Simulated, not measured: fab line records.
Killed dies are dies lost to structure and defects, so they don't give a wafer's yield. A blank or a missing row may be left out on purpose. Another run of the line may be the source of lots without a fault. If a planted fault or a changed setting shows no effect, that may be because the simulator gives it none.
fab line records	flow gf180mcu
record: lots: 13	wafers: 39	last-day: 33
route steps=602 shown DUAL_GATE@143 NSD@247 V2@386
lots that met no fault: from a run of the same line without faults
start-h: the number of hours between the record's first day and the start of the first shown wafer of the lot	wait-h: hours from the lot's prior step to this one	" repeats the value in the row above	L1.1+2: several wafers, shown together as one row	- no value, or no start given	* or withheld: withheld	< > ~ a bound
route shown NAME@n: a module of which the file shows steps, and the number in the route of the first	usual: mean/standard deviation of fault-free wafers	same: alike in all rows	chamber/n: place in a boat	sites: per-site readings	_std_site: how widely they spread, as a standard deviation	_edge_site: the outer-site mean with the inner-site mean subtracted	radius-mm: how far each site lies from the wafer's centre	mask NAME#n: copy n	behind: tool/chamber where the wafer was last shaped	hold: the reason the lot was held/the length of the hold in hours/how it ended	device: whichever transistor did not switch (one of n, p or np)	end of line: tests run on the same wafers once the route is complete	where a step has no rows: the recipe by itself	killed: not the wafer's yield, but the dies lost to structure and defects at the first sort	map: a wafer's dies, x killed, . not, _ none there
set.NAME: setting as actually run; set.NAME@STEP: the setting as run at that earlier step	model.NAME: the simulator's own value behind a step, which no gauge read
route steps across a sampled set of lots; one table per step, one row per wafer
services: a tool's chamber out of use, with start hour (start-h, from the record's first day; less than 0 if before it), hours out, and reason
== steps ==
step: GF_DUAL_GATE_OXIDATION_02
recipe: temp-c: 900	ambient: O2	stabilise-s: 600	purge-s: 300	target-thk-a: 108.87	ox-time-s: 1602
usual: spike-tc-lower-C: 901.1/0.9	spike-tc-top-C: 912.3/2.1	spike-tc-upper-C: 899.2/1.1	tube-center-temp-C: 900.01/0.078	tube_center_temp_C_max: 902.3/0.36	zone-power-centre-pct: 17.5/0.38
lot.wafer	tool	chamber	start-h	wait-h	spike-tc-lower-C	spike-tc-top-C	spike-tc-upper-C	tube-center-temp-C	tube_center_temp_C_max	zone-power-centre-pct
L808.2	furnace-01	0	159.33	0.0	900.7	910.5	898.6	899.9	902.5	17.5
L808.4	"	0	"	"	901.5	910.3	900.3	900.13	901.9	17.5
L808.5	"	0	"	"	901.2	910.8	897.8	899.9	902.0	17.7
L809.1	furnace-02	0	166.51	0.7	901.1	914.4	901.1	900.09	902.4	16.6
L809.2	"	0	"	"	901.1	914.4	899.4	899.94	902.4	17.0
L809.6	"	0	"	"	902.0	913.3	899.5	900.05	902.5	17.2
L810.3	furnace-02	0	171.82	0.0	899.4	915.4	900.4	900.08	902.0	17.1
L810.4	"	0	"	"	903.6	916.8	901.2	900.02	903.2	16.8
L810.5	"	0	"	"	900.4	915.1	900.1	899.92	902.4	16.8
L812.2	furnace-01	0	182.65	0.0	900.7	910.8	899.7	900.03	902.4	17.9
L812.3	"	0	"	"	901.5	910.9	899.8	899.96	902.2	17.6
L812.6	"	0	"	"	900.6	911.0	899.8	899.91	902.4	17.5
L813.3	furnace-02	0	192.53	0.3	899.3	915.1	900.7	900.1	902.4	16.7
L813.5	"	0	"	"	901.1	915.3	900.8	899.94	902.1	17.1
L813.6	"	0	"	"	901.9	914.9	900.3	899.92	902.1	17.0
L814.1	furnace-02	0	199.57	0.4	900.5	914.1	901.4	900.08	903.0	17.1
L814.2	"	0	"	"	903.4	915.4	899.9	900.02	902.8	16.7
L814.3	"	0	"	"	901.5	916.8	900.8	900	902.0	17.0
L815.1	furnace-01	0	204.03	0.0	900.6	912.1	900.4	899.91	901.6	17.7
L815.3	"	0	"	"	901.7	910.8	897.4	899.81	901.6	17.8
L815.6	"	0	"	"	901.5	910.2	897.6	899.89	902.8	17.9
L816.1	furnace-02	0	217.14	1.3	900.5	916.0	899.6	900.01	902.3	17.1
L816.2	"	0	"	"	902.8	917.2	899.3	899.93	901.7	16.9
L816.6	"	0	"	"	901.7	915.0	898.7	900	902.9	17.2
L817.3	furnace-02	0	224.55	1.1	899.6	915.9	898.7	899.93	902.2	16.8
L817.4	"	0	"	"	901.9	916.1	900.7	900.05	902.2	17.2
L817.5	"	0	"	"	901.9	916.4	900.2	899.93	902.4	17.0
L820.3	furnace-01	0	241.52	1.0	896.0	904.7	894.4	895.12	897.9	18.0
L820.4	"	0	"	"	895.8	906.2	891.0	895.27	898.2	17.7
L820.6	"	0	"	"	896.7	907.0	893.5	895.03	897.9	17.3
L821.1	furnace-01	0	245.39	0.7	897.0	905.1	894.6	895.07	897.1	17.7
L821.3	"	0	"	"	895.3	907.3	893.0	895.2	898.5	17.5
L821.6	"	0	"	"	896.2	906.9	891.9	895.21	897.7	17.7
L822.1	furnace-02	0	248.81	1.2	901.0	915.1	899.3	900.03	901.8	17.4
L822.2	"	0	"	"	901.0	914.7	898.3	900.09	902.2	17.1
L822.4	"	0	"	"	901.5	914.8	899.4	900.01	902.5	16.9
L824.1	furnace-01	0	266.51	0.5	894.3	905.7	894.4	895.33	897.6	17.3
L824.3	"	0	"	"	896.0	904.8	894.8	895.05	896.8	17.5
L824.6	"	0	"	"	895.4	907.8	893.8	895.15	897.5	17.5
step: GF_DUAL_GATE_THK_MEAS_03
recipe: reads: SiO2_of_DUAL_GATE_OXIDATION_02
usual: DUAL_GATE_OXIDATION_00_THK: 11.03/0.22
lot.wafer	tool	chamber	start-h	wait-h	DUAL_GATE_OXIDATION_00_THK[nm]
L808.2	film-metro-02	-	160.79	0.0	10.89
L808.4	"	-	"	"	10.90
L808.5	"	-	"	"	10.90
L809.1	film-metro-04	-	167.96	0.0	11.37
L809.2	"	-	"	"	11.25
L809.6	"	-	"	"	11.15
L810.3	film-metro-02	-	173.28	0.0	11.41
L810.4	"	-	"	"	11.10
L810.5	"	-	"	"	11.35
L812.2	film-metro-04	-	184.11	0.0	11.04
L812.3	"	-	"	"	11.05
L812.6	"	-	"	"	11.08
L813.3	film-metro-02	-	194.00	0.0	11.30
L813.5	"	-	"	"	11.31
L813.6	"	-	"	"	11.24
L814.1	film-metro-02	-	201.01	0.0	10.92
L814.2	"	-	"	"	10.95
L814.3	"	-	"	"	11.07
L815.1	film-metro-02	-	205.48	0.0	11.09
L815.3	"	-	"	"	11.10
L815.6	"	-	"	"	10.93
L816.1	film-metro-02	-	218.58	0.0	10.77
L816.2	"	-	"	"	10.59
L816.6	"	-	"	"	10.66
L817.3	film-metro-02	-	226.02	0.0	10.90
L817.4	"	-	"	"	10.96
L817.5	"	-	"	"	10.92
L820.3	film-metro-03	-	242.98	0.0	10.47
L820.4	"	-	"	"	10.74
L820.6	"	-	"	"	10.43
L821.1	film-metro-02	-	246.84	0.0	10.34
L821.3	"	-	"	"	10.49
L821.6	"	-	"	"	10.47
L822.1	film-metro-03	-	250.25	0.0	11.17
L822.2	"	-	"	"	11.00
L822.4	"	-	"	"	11.02
L824.1	film-metro-04	-	267.96	0.0	10.36
L824.3	"	-	"	"	10.32
L824.6	"	-	"	"	10.23
step: GF_NSD_TW_MEAS_12
usual: NSD_TW: 4296/48
lot.wafer	tool	chamber	start-h	wait-h	NSD_TW
L808.2	film-metro-01	-	295.79	0.1	4244
L808.4	"	-	"	"	4263
L808.5	"	-	"	"	4253
L809.1	film-metro-04	-	304.77	0.1	4267
L809.2	"	-	"	"	4297
L809.6	"	-	"	"	4273
L810.3	film-metro-04	-	312.53	0.1	4217
L810.4	"	-	"	"	4219
L810.5	"	-	"	"	4218
L812.2	film-metro-01	-	325.27	0.1	4262
L812.3	"	-	"	"	4255
L812.6	"	-	"	"	4264
L813.3	film-metro-01	-	338.55	0.1	4225
L813.5	"	-	"	"	4228
L813.6	"	-	"	"	4237
L814.1	film-metro-04	-	346.86	0.1	4218
L814.2	"	-	"	"	4255
L814.3	"	-	"	"	4250
L815.1	film-metro-02	-	355.28	0.1	4348
L815.3	"	-	"	"	4397
L815.6	"	-	"	"	4353
L816.1	film-metro-02	-	365.36	0.1	4317
L816.2	"	-	"	"	4333
L816.6	"	-	"	"	4322
L817.3	film-metro-01	-	375.35	0.1	4247
L817.4	"	-	"	"	4236
L817.5	"	-	"	"	4230
L820.3	film-metro-02	-	397.95	0.1	4354
L820.4	"	-	"	"	4353
L820.6	"	-	"	"	4340
L821.1	film-metro-02	-	405.67	0.1	4355
L821.3	"	-	"	"	4332
L821.6	"	-	"	"	4368
L822.1	film-metro-02	-	407.21	0.1	4324
L822.2	"	-	"	"	4349
L822.4	"	-	"	"	4318
L824.1	film-metro-04	-	436.26	0.1	4257
L824.3	"	-	"	"	4260
L824.6	"	-	"	"	4268
step: GF_V2_CMP_04
recipe: material: SiO2	down-force-psi: 4	platen-rpm: 60	pad-velocity-m-s: 0.94248
usual: motor-current-A: 11.9/0.97	time-to-endpoint-s: 79/5
lot.wafer	tool	chamber	start-h	wait-h	motor-current-A	time-to-endpoint-s
L808.2	cmp-02	1	434.41	0.1	12.4	75
L808.4	"	2	"	"	14.3	84
L808.5	"	1	"	"	11.7	83
L809.1	cmp-01	1	444.28	0.1	12.0	73
L809.2	"	3	"	"	11.2	75
L809.6	"	2	"	"	12.1	78
L810.4	cmp-02	2	455.50	0.0	13.6	83
L810.3	"	0	"	"	12.5	77
L810.5	"	2	"	"	14.7	85
L812.2	cmp-01	2	469.84	0.0	12.7	75
L812.3	"	3	"	"	11.0	81
L812.6	"	3	"	"	11.1	85
L813.3	cmp-01	0	484.19	0.1	12.0	75
L813.6	"	2	"	"	12.6	85
L813.5	"	3	"	"	10.9	87
L814.2	cmp-02	2	493.96	0.0	14.2	72
L814.3	"	3	"	"	11.1	73
L814.1	"	0	"	"	12.7	77
L815.3	cmp-01	1	503.85	0.0	11.9	83
L815.1	"	0	"	"	10.5	84
L815.6	"	2	"	"	12.4	86
L816.2	cmp-02	1	513.89	0.1	12.3	70
L816.1	"	2	"	"	14.0	72
L816.6	"	3	"	"	11.6	75
L817.3	cmp-01	1	526.41	0.1	11.6	77
L817.4	"	2	"	"	12.2	79
L817.5	"	0	"	"	11.3	73
L820.3	cmp-02	2	545.53	0.1	13.7	80
L820.4	"	0	"	"	12.2	79
L820.6	"	1	"	"	11.9	71
L821.3	cmp-01	1	553.82	0.1	12.0	70
L821.1	"	2	"	"	11.9	72
L821.6	"	0	"	"	10.5	76
L822.4	cmp-01	2	556.50	0.0	12.5	78
L822.1	"	3	"	"	11.6	77
L822.2	"	0	"	"	10.9	69
L824.3	cmp-01	0	584.84	0.0	11.0	75
L824.1	"	1	"	"	11.4	79
L824.6	"	1	"	"	11.8	93
step: GF_V2_SPUTTER_22
recipe: material: TiN	target-thk-nm: 10	chamber-pressure-pa: 5	power-w: 4000	time-s: 40
usual: throttle-valve-pct: 29.6/0.96
lot.wafer	tool	chamber	start-h	wait-h	throttle-valve-pct
L808.2	pvd-sputter-03	-	460.11	0.0	29.8
L808.4	"	-	"	"	28.8
L808.5	"	-	"	"	29.2
L809.1	pvd-sputter-03	-	469.73	0.0	30.5
L809.2	"	-	"	"	29.6
L809.6	"	-	"	"	30.7
L810.3	pvd-sputter-01	-	480.81	0.0	31.2
L810.4	"	-	"	"	28.0
L810.5	"	-	"	"	28.1
L812.2	pvd-sputter-01	-	494.63	0.0	29.4
L812.3	"	-	"	"	28.2
L812.6	"	-	"	"	28.0
L813.3	pvd-sputter-03	-	508.66	0.0	29.9
L813.5	"	-	"	"	30.1
L813.6	"	-	"	"	30.8
L814.1	pvd-sputter-02	-	518.63	0.0	28.5
L814.2	"	-	"	"	30.3
L814.3	"	-	"	"	29.1
L815.1	pvd-sputter-03	-	528.59	0.0	30.7
L815.3	"	-	"	"	28.6
L815.6	"	-	"	"	30.7
L816.1	pvd-sputter-03	-	538.16	0.0	28.8
L816.2	"	-	"	"	29.9
L816.6	"	-	"	"	29.4
L817.3	pvd-sputter-03	-	550.72	0.0	28.5
L817.4	"	-	"	"	29.6
L817.5	"	-	"	"	29.9
L820.3	pvd-sputter-02	-	569.18	0.0	28.5
L820.4	"	-	"	"	29.0
L820.6	"	-	"	"	30.5
L821.1	pvd-sputter-01	-	577.24	0.0	28.6
L821.3	"	-	"	"	29.6
L821.6	"	-	"	"	31.0
L822.1	pvd-sputter-03	-	579.60	0.0	30.6
L822.2	"	-	"	"	28.8
L822.4	"	-	"	"	30.0
L824.1	pvd-sputter-03	-	606.95	0.0	30.7
L824.3	"	-	"	"	29.5
L824.6	"	-	"	"	29.0
== services ==
tool	chamber	start-h	hours	kind
cmp-01	-	156.13	5.3	repair
furnace-02	-	206.09	3.4	pm
furnace-02	-	212.67	3.0	pm
furnace-01	-	225.67	2.9	pm
furnace-01	-	248.23	4.3	pm
cmp-01	-	248.39	2.5	repair
cmp-01	-	267.94	4.8	pm
furnace-01	-	320.37	4.0	pm
cmp-01	-	325.07	4.4	repair
cmp-01	-	361.85	0.5	repair
furnace-02	-	388.51	2.9	pm
cmp-01	-	404.27	4.0	pm
furnace-02	-	407.99	13.9	pm
cmp-01	-	415.89	0.4	repair
cmp-01	-	422.46	5.7	repair
furnace-01	-	423.01	3.9	pm
cmp-01	-	437.57	3.2	repair
furnace-02	-	449.25	13.9	pm
furnace-02	-	488.09	3.9	pm
pvd-sputter-03	-	518.79	9.6	repair
cmp-01	-	546.27	0.3	repair
cmp-01	-	550.51	2.6	repair
furnace-02	-	556.51	4.1	pm
furnace-02	-	599.17	12.5	repair
== key ==
first-sign: step: GF_DUAL_GATE_OXIDATION_02	reading: tube-center-temp-C	direction: down	sigmas: 54	usual: *	struck: *
effect: step: GF_DUAL_GATE_OXIDATION_02	reading: tube_center_temp_C_max	direction: down	sigmas: 13	usual: *	struck: *
effect: step: GF_DUAL_GATE_THK_MEAS_03	reading: DUAL_GATE_OXIDATION_00_THK	direction: down	sigmas: 2.8	usual: 11.03	struck: 10.43
met-at GF_DUAL_GATE_OXIDATION_02
struck-lots L820,L821,L824
tester-left-out L820,L821,L824
not-acting-at GF_NSD_TW_MEAS_12,GF_V2_CMP_04,GF_V2_SPUTTER_22
onset-between 204.03 241.52
fault: kind: process-parameter-drift	tool: furnace-01	chamber: -	onset-h: 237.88	steps: GF_DUAL_GATE_OXIDATION_02	channel: temp-c	offset: *	shape: step	end-h: 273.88	acts-in: *	stated: *
tester-left-out: of these lots the tester's yield and bins aren't shown, on N5 and GAA mostly nor the transistor test; their killed dies are dies lost to structure and defects alone, not to doping, threshold or leakage, so they don't give the yield
